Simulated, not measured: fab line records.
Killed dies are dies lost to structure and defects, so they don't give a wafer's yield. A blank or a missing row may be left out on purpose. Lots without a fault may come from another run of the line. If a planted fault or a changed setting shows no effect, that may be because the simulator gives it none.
fab line records    flow sky130
[record] lots = 13  wafers = 39  lastDay = 50
route steps=708 shown VT_ADJUST_NCORE@123 PAD_OPEN@708
lots with no fault: from the same line, run without faults
startH: the number of hours between the record's first day and the start of the first shown wafer of the lot    waitH: hours elapsed since this lot's preceding step    " as in the row above    L1.1+2: one row covering several wafers at once    - no value present, or no start provided    * or withheld: withheld    < > ~ a bound
route shown NAME@n: names a module that has steps shown in the file, with the first one's number in the route    usual: mean and standard deviation over wafers with no fault    same: alike in all rows    chamber/n: place in a boat    sites: the reading at each site    _std_site: standard deviation of those values    _edge_site: mean of outer sites minus mean of inner sites    radiusMm: for every site, how far away it sits from the centre of the wafer    mask NAME#n: copy n    behind: the most recent tool/chamber to have shaped the wafer    hold: why the lot was held/for how many hours/how that ended    device: which transistor (n, p or np) failed to switch    end of line: tests run on the same wafers once the route is complete    a step given without rows: its recipe and nothing more    killed: dies that structure and defects cost at the first sort, which is not the same as the wafer's yield    map: per-die view of a wafer (x killed, . not killed, _ where there is no die)
set.NAME: setting as actually run; set.NAME@STEP: the setting as run at that earlier step    model.NAME: the simulator's own value behind a step, which no gauge read
the route's steps for a sample of lots (tables are steps, rows are wafers)
services: the hour from which a tool's chamber was out of use, counted from the record's first day as startH (under 0 if before that day), plus the number of hours and why
[[steps]]
[step SKY_VT_ADJUST_NCORE_EXPOSE_04]
[recipe] maskId = LVTN_COMPLEMENT_THIN  na = 0.6  sourceShape = conventional  sigmaOuter = 0.6  polarization = unpolarized  targetCdNm = 380  doseMj = 139
[same] sigmaOuter = 0.6
lot.wafer   tool             chamber  startH  waitH  mask
L149.1+4+6  ilineStepper-01  0        168.29  -      LVTN_COMPLEMENT_THIN#0
L150.1+3+4  ilineStepper-01  0        176.26  -      LVTN_COMPLEMENT_THIN#0
L152.1+3+6  ilineStepper-01  0        189.54  -      LVTN_COMPLEMENT_THIN#0
L153.1+3+5  ilineStepper-02  0        193.42  -      LVTN_COMPLEMENT_THIN#0
L155.1+2+5  ilineStepper-01  0        209.87  -      LVTN_COMPLEMENT_THIN#0
L156.2+4+5  ilineStepper-01  0        213.47  -      LVTN_COMPLEMENT_THIN#0
L157.2+4+6  ilineStepper-01  0        220.37  -      HVN_STD_DERIVED#0
L158.3+5+6  ilineStepper-02  0        231.85  -      LVTN_COMPLEMENT_THIN#0
L163.2+3+4  ilineStepper-02  0        266.17  -      LVTN_COMPLEMENT_THIN#0
L167.1+2+4  ilineStepper-01  0        293.75  -      LVTN_COMPLEMENT_THIN#0
L169.3+5+6  ilineStepper-01  0        314.29  -      LVTN_COMPLEMENT_THIN#0
L170.1+3+6  ilineStepper-02  0        322.57  -      LVTN_COMPLEMENT_THIN#0
L171.1+2+4  ilineStepper-01  0        338.02  -      LVTN_COMPLEMENT_THIN#0
[step SKY_VT_ADJUST_NCORE_CD_MEAS_07]
[recipe] targetCdNm = 380
[usual] cdNm = 379.4/1.9
lot.wafer  tool      chamber  startH  waitH  cdNm
L149.1     cdSem-02  -        177.55  0.1    383.2
L149.4     "         -        "       "      383.7
L149.6     "         -        "       "      383.5
L150.1     cdSem-02  -        186.55  0.1    384.6
L150.3     "         -        "       "      383.1
L150.4     "         -        "       "      379.7
L152.1     cdSem-02  -        198.75  0.1    377.8
L152.3     "         -        "       "      379.2
L152.6     "         -        "       "      380.0
L153.1     cdSem-02  -        203.70  0.1    379.6
L153.3     "         -        "       "      381.4
L153.5     "         -        "       "      382.3
L155.1     cdSem-01  -        220.60  0.1    377.4
L155.2     "         -        "       "      378.9
L155.5     "         -        "       "      378.8
L156.2     cdSem-01  -        224.81  0.1    380.8
L156.4     "         -        "       "      381.8
L156.5     "         -        "       "      378.3
L157.2     cdSem-02  -        231.82  0.1    -
L157.4     "         -        "       "      -
L157.6     "         -        "       "      -
L158.3     cdSem-01  -        242.84  0.1    380.2
L158.5     "         -        "       "      378.1
L158.6     "         -        "       "      379.2
L163.2     cdSem-01  -        278.11  0.1    378.6
L163.3     "         -        "       "      379.0
L163.4     "         -        "       "      378.5
L167.1     cdSem-02  -        306.20  0.1    377.9
L167.2     "         -        "       "      379.2
L167.4     "         -        "       "      376.9
L169.3     cdSem-01  -        327.64  0.1    379.6
L169.5     "         -        "       "      382.6
L169.6     "         -        "       "      380.5
L170.1     cdSem-01  -        335.64  0.1    379.6
L170.3     "         -        "       "      380.4
L170.6     "         -        "       "      378.0
L171.1     cdSem-02  -        350.55  0.1    376.9
L171.2     "         -        "       "      380.1
L171.4     "         -        "       "      378.0
[step SKY_VT_ADJUST_NCORE_TW_MEAS_11]
[usual] VT_ADJUST_NCORE_TW = 221.3/1.3
lot.wafer  tool          chamber  startH  waitH  hold                     VT_ADJUST_NCORE_TW
L149.1     filmMetro-04  -        177.95  0.1    -                        221.1
L149.4     "             -        "       "      -                        221.1
L149.6     "             -        "       "      -                        221.1
L150.1     filmMetro-04  -        186.95  0.1    -                        219.8
L150.3     "             -        "       "      -                        220.8
L150.4     "             -        "       "      -                        220.7
L152.1     filmMetro-04  -        199.15  0.1    -                        220.8
L152.3     "             -        "       "      -                        220.7
L152.6     "             -        "       "      -                        221.4
L153.1     filmMetro-03  -        204.10  0.1    -                        220.8
L153.3     "             -        "       "      -                        221.0
L153.5     "             -        "       "      -                        221.2
L155.1     filmMetro-03  -        221.00  0.1    -                        224.2
L155.2     "             -        "       "      -                        223.3
L155.5     "             -        "       "      -                        224.1
L156.2     filmMetro-02  -        225.21  0.1    -                        219.3
L156.4     "             -        "       "      -                        220.7
L156.5     "             -        "       "      -                        221.0
L157.2     filmMetro-03  -        232.21  0.1    awaitDispo/0.2h/release  30.5
L157.4     "             -        "       "      awaitDispo/0.2h/release  30.7
L157.6     "             -        "       "      awaitDispo/0.2h/release  30.5
L157.2     filmMetro-03  -        232.44  0.2    -                        30.3
L157.4     "             -        "       "      -                        30.4
L157.6     "             -        "       "      -                        30.5
L158.3     filmMetro-04  -        243.22  0.1    -                        222.7
L158.5     "             -        "       "      -                        223.0
L158.6     "             -        "       "      -                        222.7
L163.2     filmMetro-04  -        278.51  0.1    -                        220.3
L163.3     "             -        "       "      -                        220.4
L163.4     "             -        "       "      -                        220.9
L167.1     filmMetro-02  -        306.60  0.1    -                        218.9
L167.2     "             -        "       "      -                        219.8
L167.4     "             -        "       "      -                        220.9
L169.3     filmMetro-04  -        328.02  0.1    -                        221.6
L169.5     "             -        "       "      -                        223.8
L169.6     "             -        "       "      -                        222.5
L170.1     filmMetro-04  -        336.04  0.1    -                        222.8
L170.3     "             -        "       "      -                        221.9
L170.6     "             -        "       "      -                        222.5
L171.1     filmMetro-03  -        350.95  0.1    -                        221.8
L171.2     "             -        "       "      -                        223.0
L171.4     "             -        "       "      -                        221.8
[step SKY_PAD_OPEN_PROBE_99]
[usual] defectLimitedYield = 82.4/1.9  killed_at_M0_to_M3 = 44/7.2  killed_at_M4_up = 3.4/2.1  killedAtContacts = 24/5.5  killedAtFrontEnd = 15/4.6  killedAtOther = 0.4/0.64  killedDies = 86/9.1  killedOpen = 47/7.5  killedShort = 39/5.8  sort_bin_3_pad_short = 0.9/0.41  sort_bin_5_function = 10.4/1.5  sort_bin_6_memory = 6.3/1.2  sortNPass = 406/9.1  sortYieldPct = 82.4/1.9
[same] grossDies = 492  killedAtBackSide = 0  sort_bin_4_leakage[%] = 0  sort_bin_8_speed[%] = 0
lot.wafer  tool       chamber  startH   waitH  defectLimitedYield[%]  killed_at_M0_to_M3  killed_at_M4_up  killedAtContacts  killedAtFrontEnd  killedAtOther  killedDies  killedOpen  killedShort  sort_bin_3_pad_short[%]  sort_bin_5_function[%]  sort_bin_6_memory[%]  sortNPass  sortYieldPct[%]
L150.1     prober-02  -        1078.27  0.1    83.7                   36                  4                26                14                0              80          48          32           0.6                      9.1                     6.5                   412        83.7
L150.3     prober-02  -        1078.37  0.2    79.7                   48                  3                23                25                1              100         53          46           1.0                      13.4                    5.9                   392        79.7
L150.4     prober-02  -        1078.42  0.2    84.1                   39                  1                23                15                0              78          39          39           1.2                      9.6                     5.1                   414        84.1
L153.1     prober-02  -        1099.89  0.1    82.9                   48                  2                17                17                0              84          37          47           1.2                      9.8                     6.1                   408        82.9
L153.3     prober-02  -        1099.99  0.2    80.7                   49                  4                18                24                0              95          54          39           0.4                      11.4                    7.5                   397        80.7
L153.5     prober-02  -        1100.09  0.2    80.9                   47                  1                27                19                0              94          48          45           0.8                      9.3                     8.9                   398        80.9
L152.1     prober-01  -        1101.01  0.1    82.7                   32                  0                35                18                0              85          46          39           1.2                      8.1                     7.9                   407        82.7
L152.3     prober-01  -        1101.11  0.2    83.5                   40                  6                23                11                1              81          45          36           0.8                      8.7                     6.9                   411        83.5
L152.6     prober-01  -        1101.26  0.2    84.3                   33                  9                23                12                0              77          39          38           1.4                      8.9                     5.3                   415        84.3
L163.2     prober-02  -        1157.16  0.1    85.4                   38                  2                21                11                0              72          35          37           0.8                      8.5                     5.3                   420        85.4
L163.3     prober-02  -        1157.21  0.2    78.5                   54                  7                24                20                1              106         53          53           1.2                      11.8                    8.5                   386        78.5
L163.4     prober-02  -        1157.26  0.2    82.3                   48                  6                24                9                 0              87          57          30           0.8                      11.2                    5.7                   405        82.3
L171.1     prober-01  -        1199.51  0.1    83.1                   46                  4                20                13                0              83          48          35           0.8                      8.7                     7.3                   409        83.1
L171.2     prober-01  -        1199.56  0.1    81.7                   33                  1                35                20                1              90          40          49           0.2                      10.8                    7.3                   402        81.7
L171.4     prober-01  -        1199.66  0.2    82.1                   46                  2                26                14                0              88          45          42           0.8                      12.0                    5.1                   404        82.1
// killed by level:class
L150.1 LI_CONTACT:geometricParticle:open=11 VIA2:geometricParticle:open=8 VIA1:geometricParticle:open=7 CONTACT:geometricParticle:short=6 CONTACT:geometricParticle:open=5 VIA3:geometricParticle:open=5 FIELD_ISO:geometricParticle:short=4 POLY_GATE:geometricParticle:open=4
L150.3 VIA1:geometricParticle:open=10 VIA2:geometricParticle:open=8 VIA3:geometricParticle:open=8 CONTACT:geometricParticle:short=7 POLY_GATE:geometricParticle:short=6 POLY_GATE:geometricParticle:open=6 LI_CONTACT:geometricParticle:open=6 CONTACT:geometricParticle:open=6
L150.4 CONTACT:geometricParticle:open=9 LOCAL_INTERCONNECT:geometricParticle:short=7 VIA3:geometricParticle:open=6 METAL1:geometricParticle:short=6 METAL2:geometricParticle:short=5 VIA1:geometricParticle:open=5 VIA2:geometricParticle:open=5 VIA3:geometricParticle:short=5
L153.1 METAL1:geometricParticle:short=12 VIA1:geometricParticle:open=7 VIA3:geometricParticle:open=6 FIELD_ISO:geometricParticle:short=5 LI_CONTACT:geometricParticle:open=5 CONTACT:geometricParticle:open=5 POLY_GATE:geometricParticle:short=4 VIA2:geometricParticle:short=4
L153.3 VIA1:geometricParticle:open=11 VIA3:geometricParticle:open=7 CONTACT:geometricParticle:open=6 VIA1:geometricParticle:short=6 FIELD_ISO:geometricParticle:open=5 POLY_GATE:geometricParticle:short=5 POLY_GATE:geometricParticle:open=5 LI_CONTACT:geometricParticle:open=5
L153.5 LI_CONTACT:geometricParticle:open=9 CONTACT:geometricParticle:open=8 VIA2:geometricParticle:open=8 METAL1:geometricParticle:short=7 VIA3:geometricParticle:open=7 VIA1:geometricParticle:short=6 VIA1:geometricParticle:open=6 FIELD_ISO:geometricParticle:short=5
L152.1 VIA1:geometricParticle:open=11 LOCAL_INTERCONNECT:geometricParticle:short=10 CONTACT:geometricParticle:open=9 LI_CONTACT:geometricParticle:open=8 POLY_GATE:geometricParticle:open=5 METAL1:geometricParticle:short=5 POLY_GATE:geometricParticle:short=4 VIA1:geometricParticle:short=4
L152.3 LI_CONTACT:geometricParticle:open=10 VIA1:geometricParticle:open=10 VIA2:geometricParticle:open=7 CONTACT:geometricParticle:open=6 METAL1:geometricParticle:short=6 METAL4:geometricParticle:short=5 POLY_GATE:geometricParticle:short=4 VIA1:geometricParticle:short=4
L152.6 VIA1:geometricParticle:open=9 LI_CONTACT:geometricParticle:open=8 METAL2:geometricParticle:short=6 METAL4:geometricParticle:short=6 POLY_GATE:geometricParticle:short=5 VIA3:geometricParticle:open=5 CONTACT:geometricParticle:short=4 CONTACT:geometricParticle:open=4
L163.2 VIA1:geometricParticle:open=9 LI_CONTACT:geometricParticle:open=7 VIA1:geometricParticle:short=6 CONTACT:geometricParticle:short=5 CONTACT:geometricParticle:open=5 VIA2:geometricParticle:open=5 FIELD_ISO:geometricParticle:short=4 METAL2:geometricParticle:short=4
L163.3 VIA2:geometricParticle:open=11 VIA1:geometricParticle:open=9 CONTACT:geometricParticle:open=9 METAL3:geometricParticle:short=7 FIELD_ISO:geometricParticle:short=6 LI_CONTACT:geometricParticle:open=6 METAL4:geometricParticle:short=6 METAL2:geometricParticle:short=5
L163.4 CONTACT:geometricParticle:open=11 VIA1:geometricParticle:open=10 VIA3:geometricParticle:open=10 LI_CONTACT:geometricParticle:open=5 VIA2:geometricParticle:open=5 VIA3:geometricParticle:short=5 VIA1:geometricParticle:short=4 POLY_GATE:geometricParticle:open=4
L171.1 VIA1:geometricParticle:open=11 CONTACT:geometricParticle:open=9 VIA3:geometricParticle:open=7 VIA2:geometricParticle:open=5 LI_CONTACT:geometricParticle:short=5 VIA1:geometricParticle:short=5 FIELD_ISO:geometricParticle:open=4 FIELD_ISO:geometricParticle:short=4
L171.2 CONTACT:geometricParticle:open=10 FIELD_ISO:geometricParticle:short=7 LI_CONTACT:geometricParticle:open=7 VIA1:geometricParticle:short=7 LOCAL_INTERCONNECT:geometricParticle:short=6 CONTACT:geometricParticle:short=6 FIELD_ISO:geometricParticle:open=5 METAL1:geometricParticle:short=5
L171.4 CONTACT:geometricParticle:open=10 VIA1:geometricParticle:open=10 LI_CONTACT:geometricParticle:open=8 VIA2:geometricParticle:open=8 VIA1:geometricParticle:short=7 FIELD_ISO:geometricParticle:short=6 METAL3:geometricParticle:short=5 LI_CONTACT:geometricParticle:short=4
[[services]]
tool             chamber  startH  hours  kind
ilineStepper-02  -        180.45  1.7    pm
ilineStepper-01  -        189.99  1.7    pm
ilineStepper-01  0        282.36  -      calibration
ilineStepper-02  0        336.90  -      calibration
[[key]]
[firstSign] step = SKY_VT_ADJUST_NCORE_EXPOSE_04  reading = mask  direction = changed
[effect] step = SKY_VT_ADJUST_NCORE_CD_MEAS_07  reading = cdNm  direction = missing
[effect] step = SKY_VT_ADJUST_NCORE_TW_MEAS_11  reading = visit  direction = added
[effect] step = SKY_VT_ADJUST_NCORE_TW_MEAS_11  reading = VT_ADJUST_NCORE_TW  direction = down  sigmas = 99+  usual = 221.3  struck = 30.6
metAt SKY_VT_ADJUST_NCORE_EXPOSE_04
struckLots L157
scrappedBehind SKY_VT_ADJUST_NCORE_TW_MEAS_11 L157.2,L157.4,L157.6
onsetBetween 213.47 220.37
[fault] kind = wrongMask  tool = any  chamber = -  onsetH = 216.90  steps = SKY_VT_ADJUST_NCORE_EXPOSE_04  auxCopy = HVN_STD_DERIVED#0  scope = struckLotsOnly
